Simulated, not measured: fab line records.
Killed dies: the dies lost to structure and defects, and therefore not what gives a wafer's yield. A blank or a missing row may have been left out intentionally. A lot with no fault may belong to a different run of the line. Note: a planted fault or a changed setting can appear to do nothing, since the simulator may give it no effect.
fab line records    flow sky130
[record] lots = 6  wafers = 18  last_day = 49
route steps=708 shown VT_ADJUST_NCORE@128 VT_ADJUST_HVTR@131 PAD_OPEN@708
lots with no fault: from the same line, run without faults
start_h: hours from the record's first day to the start of the lot's first wafer shown    wait_h: hours from the lot's prior step to this one    " identical to the entry in the row above    L1.1+2: a single row standing in for several wafers    - either no value or no given start    * or withheld: withheld    < > ~ a bound
route shown NAME@n: a module of which the file shows steps, and the number in the route of the first    usual: mean/standard deviation taken from wafers without a fault    same: alike in all rows    chamber/n: place in a boat    sites: readings site by site    _std_site: the values' standard deviation    _edge_site: mean of outer sites minus mean of inner sites    radius_mm: for every site, how far away it sits from the centre of the wafer    mask NAME#n: copy n    behind: tool/chamber where the wafer was last shaped    hold: the reason the lot was held/the length of the hold in hours/how it ended    device: which transistor (n, p or np) failed to switch    end of line: the route-end tests of the same wafers    where a step has no rows: the recipe by itself    killed: count of dies lost to structure and defects at first sort (not the wafer's yield)    map: dies across one wafer; x = killed, . = not, _ = none there
set.NAME: the run value of the setting; set.NAME@STEP: its run value at that earlier step    model.NAME: the simulator's own value behind a step, which no gauge read
lots at some steps of the route; a table a step, a row a wafer
services: the hour from which a tool's chamber was out of use, counted from the record's first day as start_h (under 0 if before that day), plus the number of hours and why
[[steps]]
[step SKY_VT_ADJUST_NCORE_IMPLANT_09]
[recipe] species = B  energy_kev = 10  dose_cm2 = 2.4e+12  tilt_deg = withheld
[step SKY_VT_ADJUST_NCORE_STRIP_10]
[recipe] chemistry = O2/N2  power_w = 1400  pressure_mtorr = 1500  platen_temp_c = withheld  o2_flow_sccm = 3000  n2_flow_sccm = 300  overash_fraction = 0.5
[usual] drypump_motor_current_A = 5.9/0.48  oes_product_au = 0.716/0.0048  strip_time_to_endpoint_s = 14.17/0.038
lot.wafer  tool             chamber  start_h  wait_h  drypump_motor_current_A  oes_product_au  rf_hours_counter_h  strip_time_to_endpoint_s
L996.3     plasma_asher-02  1        205.48   0.1     6.9                      0.711           -                   14.18
L996.4     "                0        "        "       6.1                      0.716           -                   14.18
L996.6     "                0        "        "       6.1                      0.719           -                   14.19
L999.4     plasma_asher-03  1        232.13   0.1     5.3                      0.714           -                   14.14
L999.5     "                0        "        "       5.8                      0.724           -                   14.12
L999.6     "                1        "        "       5.3                      0.713           -                   14.07
L105.3     plasma_asher-03  0        271.34   0.1     5.8                      0.716           -                   14.12
L105.4     "                1        "        "       5.3                      0.715           -                   14.15
L105.5     "                0        "        "       5.8                      0.710           -                   14.13
L106.3     plasma_asher-02  1        271.99   0.1     6.8                      0.716           -                   14.16
L106.4     "                0        "        "       6.1                      0.722           -                   14.23
L106.6     "                1        "        "       6.8                      0.706           -                   14.21
L111.2     plasma_asher-03  0        313.10   0.1     5.8                      0.722           20                  14.16
L111.3     "                0        "        "       5.8                      0.713           -                   14.15
L111.4     "                1        "        "       5.3                      0.712           -                   14.16
L113.3     plasma_asher-03  1        323.04   0.1     5.3                      0.725           -                   14.12
L113.4     "                0        "        "       5.8                      0.720           -                   14.14
L113.5     "                0        "        "       5.8                      0.720           -                   14.17
[step SKY_VT_ADJUST_NCORE_TW_MEAS_11]
[usual] VT_ADJUST_NCORE_TW = 220/3.5
lot.wafer  tool           chamber  start_h  wait_h  VT_ADJUST_NCORE_TW
L996.3     film_metro-04  -        205.57   0.1     221
L996.4     "              -        "        "       220
L996.6     "              -        "        "       218
L999.4     film_metro-04  -        232.23   0.1     221
L999.5     "              -        "        "       221
L999.6     "              -        "        "       222
L105.3     film_metro-01  -        271.42   0.1     224
L105.4     "              -        "        "       224
L105.5     "              -        "        "       225
L106.3     film_metro-04  -        272.07   0.1     221
L106.4     "              -        "        "       221
L106.6     "              -        "        "       222
L111.2     film_metro-02  -        313.21   0.1     216
L111.3     "              -        "        "       217
L111.4     "              -        "        "       216
L113.3     film_metro-04  -        323.12   0.1     220
L113.4     "              -        "        "       222
L113.5     "              -        "        "       221
[step SKY_VT_ADJUST_HVTR_DEHYDRATE_00]
[recipe] temp_c = 200  time_s = 60
[step SKY_VT_ADJUST_HVTR_HMDS_01]
[recipe] prime_time_s = 60  prime_temp_c = 120
[step SKY_VT_ADJUST_HVTR_COAT_02]
[recipe] resist = NOVOLAK  spin_rpm = 3000  resist_thk_nm = 1140
[step SKY_VT_ADJUST_HVTR_SOFTBAKE_03]
[recipe] temp_c = 90  time_s = 60  resist = NOVOLAK
[step SKY_VT_ADJUST_HVTR_EXPOSE_04]
[recipe] mask_id = HVTRM  target_cd_nm = 380  na = 0.6  source_shape = conventional  sigma_outer = 0.6  dose_mj = 150
[step SKY_VT_ADJUST_HVTR_PEB_05]
[recipe] temp_c = withheld  time_s = *  resist = NOVOLAK
[step SKY_VT_ADJUST_HVTR_DEVELOP_06]
[recipe] develop_time_s = 60  dev_temp_c = 23
[step SKY_VT_ADJUST_HVTR_CD_MEAS_07]
[recipe] target_cd_nm = 380
[usual] cd_nm = 380.1/2.1
lot.wafer  tool       chamber  start_h  wait_h  cd_nm
L996.3     cd_sem-01  -        226.99   0.1     378.6
L996.4     "          -        "        "       381.0
L996.6     "          -        "        "       380.4
L999.4     cd_sem-02  -        255.85   0.1     380.7
L999.5     "          -        "        "       380.1
L999.6     "          -        "        "       377.7
L105.3     cd_sem-01  -        295.73   0.1     379.9
L105.4     "          -        "        "       378.8
L105.5     "          -        "        "       380.4
L106.3     cd_sem-01  -        296.38   0.1     380.9
L106.4     "          -        "        "       382.6
L106.6     "          -        "        "       379.3
L111.2     cd_sem-02  -        339.41   0.1     382.6
L111.3     "          -        "        "       382.3
L111.4     "          -        "        "       384.2
L113.3     cd_sem-02  -        348.64   0.1     377.7
L113.4     "          -        "        "       375.9
L113.5     "          -        "        "       374.4
[step SKY_VT_ADJUST_HVTR_OVL_MEAS_08]
[usual] VT_ADJUST_HVTR_OVL = -0.6/1.2
lot.wafer  tool        chamber  start_h  wait_h  VT_ADJUST_HVTR_OVL[nm]
L996.3     overlay-02  -        227.08   0.1     -1.3
L996.4     "           -        "        "       -0.2
L996.6     "           -        "        "       -0.2
L999.4     overlay-01  -        255.93   0.1     -0.2
L999.5     "           -        "        "       -1.8
L999.6     "           -        "        "       -0.9
L105.3     overlay-02  -        295.83   0.1     0.8
L105.4     "           -        "        "       -0.5
L105.5     "           -        "        "       -1.1
L106.3     overlay-02  -        296.48   0.1     -0.8
L106.4     "           -        "        "       -1.7
L106.6     "           -        "        "       1.4
L111.2     overlay-02  -        339.52   0.1     -1.3
L111.3     "           -        "        "       0.3
L111.4     "           -        "        "       0.2
L113.3     overlay-01  -        348.73   0.1     -0.9
L113.4     "           -        "        "       -0.9
L113.5     "           -        "        "       -1.1
[step SKY_VT_ADJUST_HVTR_IMPLANT_09]
[recipe] species = B  energy_kev = 10  dose_cm2 = 2.1e+12  tilt_deg = withheld
[usual] beam_energy_keV = 10.000/0.0032  dose_ions_cm2 = 2.1001e+12/2.3e+09  faraday_current_uA = 11.87/0.23
lot.wafer  tool          chamber  start_h  wait_h  beam_energy_keV  dose_ions_cm2  faraday_current_uA
L996.3     implanter-02  0        227.15   0.1     10.001           2.0961e+12     11.41
L996.4     "             0        "        "       10.002           2.1014e+12     11.61
L996.6     "             0        "        "       9.995            2.1005e+12     11.67
L999.4     implanter-04  0        256.03   0.1     9.995            2.102e+12      11.79
L999.5     "             0        "        "       9.996            2.0984e+12     11.74
L999.6     "             0        "        "       9.999            2.1004e+12     12.17
L105.3     implanter-02  0        295.90   0.1     10.000           1.5569e+12     8.61
L105.4     "             0        "        "       9.999            1.5586e+12     8.67
L105.5     "             0        "        "       9.996            1.558e+12      8.94
L106.3     implanter-02  0        296.55   0.1     9.995            1.5595e+12     9.04
L106.4     "             0        "        "       10.000           1.5599e+12     8.63
L106.6     "             0        "        "       10.002           1.5573e+12     8.77
L111.2     implanter-03  0        339.57   0.0     10.003           2.1022e+12     12.17
L111.3     "             0        "        "       10.004           2.1057e+12     12.00
L111.4     "             0        "        "       10.002           2.1014e+12     11.87
L113.3     implanter-04  0        348.80   0.1     10.001           2.1004e+12     11.59
L113.4     "             0        "        "       9.994            2.0963e+12     11.88
L113.5     "             0        "        "       10.003           2.1023e+12     11.91
[step SKY_VT_ADJUST_HVTR_STRIP_10]
[recipe] chemistry = O2/N2  power_w = 1400  pressure_mtorr = 1500  platen_temp_c = withheld  o2_flow_sccm = 3000  n2_flow_sccm = 300  overash_fraction = 0.5
[usual] drypump_motor_current_A = 6.1/0.43  oes_product_au = 0.715/0.0044  strip_time_to_endpoint_s = 14.18/0.043
lot.wafer  tool             chamber  start_h  wait_h  drypump_motor_current_A  oes_product_au  rf_hours_counter_h  strip_time_to_endpoint_s
L996.3     plasma_asher-01  0        227.29   0.1     6.1                      0.717           -                   14.20
L996.4     "                1        "        "       5.6                      0.715           -                   14.17
L996.6     "                1        "        "       5.6                      0.715           -                   14.13
L999.4     plasma_asher-01  0        256.13   0.1     6.1                      0.712           -                   14.21
L999.5     "                0        "        "       6.1                      0.715           -                   14.20
L999.6     "                1        "        "       5.6                      0.711           -                   14.18
L105.3     plasma_asher-01  1        296.03   0.1     5.6                      0.714           -                   14.18
L105.4     "                0        "        "       6.1                      0.713           -                   14.11
L105.5     "                1        "        "       5.6                      0.715           -                   14.16
L106.3     plasma_asher-02  0        296.68   0.1     6.0                      0.715           -                   14.11
L106.4     "                1        "        "       6.8                      0.716           -                   14.07
L106.6     "                1        "        "       6.8                      0.711           -                   14.07
L111.2     plasma_asher-02  0        339.70   0.1     6.1                      0.718           58                  14.16
L111.3     "                1        "        "       6.8                      0.712           -                   14.16
L111.4     "                0        "        "       6.1                      0.724           -                   14.17
L113.3     plasma_asher-01  1        348.94   0.1     5.5                      0.723           -                   14.22
L113.4     "                0        "        "       6.1                      0.723           -                   14.22
L113.5     "                0        "        "       6.1                      0.713           -                   14.19
[step SKY_VT_ADJUST_HVTR_TW_MEAS_11]
[usual] VT_ADJUST_HVTR_TW = 208.7/2.1
lot.wafer  tool           chamber  start_h  wait_h  hold                      VT_ADJUST_HVTR_TW
L996.3     film_metro-03  -        227.37   0.1     -                         209.0
L996.4     "              -        "        "       -                         209.2
L996.6     "              -        "        "       -                         209.1
L999.4     film_metro-02  -        256.23   0.1     -                         208.5
L999.5     "              -        "        "       -                         207.1
L999.6     "              -        "        "       -                         207.7
L105.3     film_metro-02  -        296.12   0.1     await_dispo/0.2h/release  192.1
L105.4     "              -        "        "       await_dispo/0.2h/release  192.3
L105.5     "              -        "        "       await_dispo/0.2h/release  191.0
L105.3     film_metro-02  -        296.35   0.2     -                         189.5
L105.4     "              -        "        "       -                         190.8
L105.5     "              -        "        "       -                         190.0
L106.3     film_metro-02  -        296.77   0.1     await_dispo/0.2h/release  192.2
L106.4     "              -        "        "       await_dispo/0.2h/release  190.8
L106.6     "              -        "        "       await_dispo/0.2h/release  190.3
L106.3     film_metro-02  -        297.00   0.2     -                         191.8
L106.4     "              -        "        "       -                         191.1
L106.6     "              -        "        "       -                         190.0
L111.2     film_metro-02  -        339.81   0.1     -                         206.9
L111.3     "              -        "        "       -                         206.4
L111.4     "              -        "        "       -                         206.2
L113.3     film_metro-02  -        349.02   0.1     -                         206.9
L113.4     "              -        "        "       -                         206.5
L113.5     "              -        "        "       -                         205.9
[step SKY_PAD_OPEN_PROBE_99]
[usual] defect_limited_yield = 82.4/2  killed_at_M0_to_M3 = 44/7.4  killed_at_M4_up = 3.0/1.6  killed_at_contacts = 24/5  killed_at_front_end = 15/4.6  killed_at_other = 0.4/0.65  killed_dies = 86/9.6  killed_open = 48/7.4  killed_short = 38/6.9  sort_bin_3_pad_short = 0.9/0.43  sort_bin_5_function = 10.4/1.3  sort_bin_6_memory = 6.3/1.2  sort_n_pass = 406/9.6  sort_yield_pct = 82.4/2
[same] gross_dies = 492  killed_at_back_side = 0  sort_bin_4_leakage[%] = 0  sort_bin_8_speed[%] = 0
lot.wafer  tool       chamber  start_h  wait_h  defect_limited_yield[%]  killed_at_M0_to_M3  killed_at_M4_up  killed_at_contacts  killed_at_front_end  killed_at_other  killed_dies  killed_open  killed_short  sort_bin_3_pad_short[%]  sort_bin_5_function[%]  sort_bin_6_memory[%]  sort_n_pass  sort_yield_pct[%]
L999.4     prober-01  -        1116.76  0.2     86.4                     30                  1                26                  8                    2                67           43           24            0.4                      9.8                     3.5                   425          86.4
L999.5     prober-01  -        1116.81  0.2     82.3                     35                  2                32                  18                   0                87           53           34            0.6                      10.2                    6.9                   405          82.3
L999.6     prober-01  -        1116.86  0.2     83.1                     35                  2                28                  18                   0                83           53           30            0.4                      10.4                    6.1                   409          83.1
L113.3     prober-01  -        1187.36  0.2     80.9                     51                  5                25                  12                   1                94           54           40            0.6                      12.4                    6.1                   398          80.9
L113.4     prober-01  -        1187.41  0.2     83.9                     47                  5                19                  8                    0                79           47           32            0.4                      10.2                    5.5                   413          83.9
L113.5     prober-01  -        1187.46  0.2     81.7                     39                  1                31                  19                   0                90           59           31            0.2                      10.2                    7.9                   402          81.7
// killed by level:class
L999.4 CONTACT:geometric_particle:open=10 LI_CONTACT:geometric_particle:open=8 VIA1:geometric_particle:open=8 VIA2:geometric_particle:open=6 LI_CONTACT:geometric_particle:short=5 VIA3:geometric_particle:open=4 FIELD_ISO:geometric_particle:short=3 CONTACT:geometric_particle:short=3
L999.5 CONTACT:geometric_particle:open=17 VIA1:geometric_particle:open=9 METAL2:geometric_particle:short=9 LI_CONTACT:geometric_particle:open=8 VIA2:geometric_particle:open=7 FIELD_ISO:geometric_particle:short=5 FIELD_ISO:geometric_particle:open=4 CONTACT:geometric_particle:short=3
L999.6 CONTACT:geometric_particle:open=14 VIA3:geometric_particle:open=9 FIELD_ISO:geometric_particle:open=6 LI_CONTACT:geometric_particle:open=6 VIA1:geometric_particle:open=6 VIA2:geometric_particle:open=5 POLY_GATE:geometric_particle:open=4 METAL1:geometric_particle:short=4
L113.3 VIA1:geometric_particle:open=14 VIA3:geometric_particle:open=12 CONTACT:geometric_particle:open=8 VIA1:geometric_particle:short=7 CONTACT:geometric_particle:short=6 LI_CONTACT:geometric_particle:open=6 METAL2:geometric_particle:short=5 VIA2:geometric_particle:open=5
L113.4 VIA1:geometric_particle:open=14 METAL2:geometric_particle:short=10 CONTACT:geometric_particle:open=10 VIA3:geometric_particle:open=7 METAL1:geometric_particle:short=5 VIA2:geometric_particle:open=4 LI_CONTACT:geometric_particle:open=4 VIA2:geometric_particle:short=4
L113.5 CONTACT:geometric_particle:open=18 VIA1:geometric_particle:open=9 VIA3:geometric_particle:open=9 FIELD_ISO:geometric_particle:open=6 VIA2:geometric_particle:open=6 POLY_GATE:geometric_particle:short=4 VIA2:geometric_particle:short=4 VIA1:geometric_particle:short=3
[[services]]
tool             chamber  start_h  hours  kind
implanter-03     -        203.15   8.2    repair
implanter-03     -        210.82   2.6    repair
implanter-03     -        213.37   5.0    pm
plasma_asher-02  -        257.77   0.9    repair
implanter-04     -        263.37   4.4    repair
implanter-04     -        269.57   1.3    repair
implanter-03     -        321.15   2.3    repair
[[key]]
[first_sign] step = SKY_VT_ADJUST_HVTR_IMPLANT_09  reading = dose_ions_cm2  direction = down  sigmas = 99+  usual = *  struck = *
[effect] step = SKY_VT_ADJUST_HVTR_IMPLANT_09  reading = faraday_current_uA  direction = down  sigmas = 13  usual = 11.87  struck = 8.78
[effect] step = SKY_VT_ADJUST_HVTR_TW_MEAS_11  reading = visit  direction = added
[effect] step = SKY_VT_ADJUST_HVTR_TW_MEAS_11  reading = VT_ADJUST_HVTR_TW  direction = down  sigmas = 8.4  usual = 208.7  struck = 191.5
met_at SKY_VT_ADJUST_HVTR_IMPLANT_09
struck_wafers L105.3,L105.4,L105.5,L106.3,L106.4,L106.6
rows_end L105.3,L105.4,L105.5,L106.3,L106.4,L106.6
onset_between 227.15 295.90
[fault] kind = process_parameter_drift  tool = implanter-02  chamber = -  onset_h = 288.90  steps = SKY_VT_ADJUST_HVTR_IMPLANT_09  channel = dose_cm2  offset = *  shape = step  end_h = 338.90  acts_in = *  stated = *
// rows_end: these wafers met a further fault down the route, and their rows from its step on are left out
